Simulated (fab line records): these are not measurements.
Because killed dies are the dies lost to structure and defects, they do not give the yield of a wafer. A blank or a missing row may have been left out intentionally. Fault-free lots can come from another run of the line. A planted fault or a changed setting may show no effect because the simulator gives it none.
Which of the tools did it? + flow gf180mcu + at 1 step of a route of 602, 12 lots with 36 wafers sampled

== WHAT THE GAUGES SHOWED, per wafer ==
GF_V4_THK_MEAS_25: measures by xrf.
| lot  | measured     | on           | V4_W_THK (nm) |
|------|--------------|--------------|---------------|
| L190 | day 24 10:46 | filmMetro-02 | 347 346 347   |
| L192 | day 24 22:56 | filmMetro-02 | 353 350 342   |
| L193 | day 25 10:38 | filmMetro-04 | 349 352 353   |
| L194 | day 25 20:49 | filmMetro-02 | 353 351 358   |
| L195 | day 26 06:27 | filmMetro-02 | 353 346 355   |
| L196 | day 26 07:13 | filmMetro-01 | 345 345 348   |
| L198 | day 27 04:46 | filmMetro-04 | 357 354 349   |
| L207 | day 29 20:16 | filmMetro-02 | 354 358 346   |
| L209 | day 30 09:20 | filmMetro-01 | 348 353 345   |
| L210 | day 30 19:52 | filmMetro-02 | 344 348 341   |
| L211 | day 30 23:36 | filmMetro-01 | 348 349 352   |
| L213 | day 31 15:18 | filmMetro-01 | 347 343 345   |

== WHICH TOOL RAN EACH LOT (tool, then ch and the chambers of the sampled wafers, then the start) ==
Record: no process step prior to these readings.

== WHAT THE TOOLS THEMSELVES READ (means of the sampled wafers that have a number; where no wafer has one, the mark that the record gives instead) ==
The record holds no such reading with a usual standard deviation.

== THE ANSWER, worked out from the rows above alone ==
Rule: the lots themselves supply what counts as usual. The widest of any qualifying gaps counts: lots, ordered by their means at a reading, are off when they make up no more than a third of the lots, leave a main group of 4 or more, and stand apart from it by 3 or more times the standard deviation of that group's means. A main group whose means are all the same, to the digits that the tables above print for the reading, isn't used. A lot without any number at a reading at which 4 lots or more have one is off too. All remaining lots with rows at the step are treated as sound. After the gauges, taken in route order, come the tools' own readings; for these a lot's mean is taken, as printed above. The first step at which some lot is off is used, and at that step the reading that is off furthest; a lot without a number counts as furthest.
Nothing can be told from this: no lot is off at any reading shown.

== WHAT THE SIMULATOR HAD INSERTED ==
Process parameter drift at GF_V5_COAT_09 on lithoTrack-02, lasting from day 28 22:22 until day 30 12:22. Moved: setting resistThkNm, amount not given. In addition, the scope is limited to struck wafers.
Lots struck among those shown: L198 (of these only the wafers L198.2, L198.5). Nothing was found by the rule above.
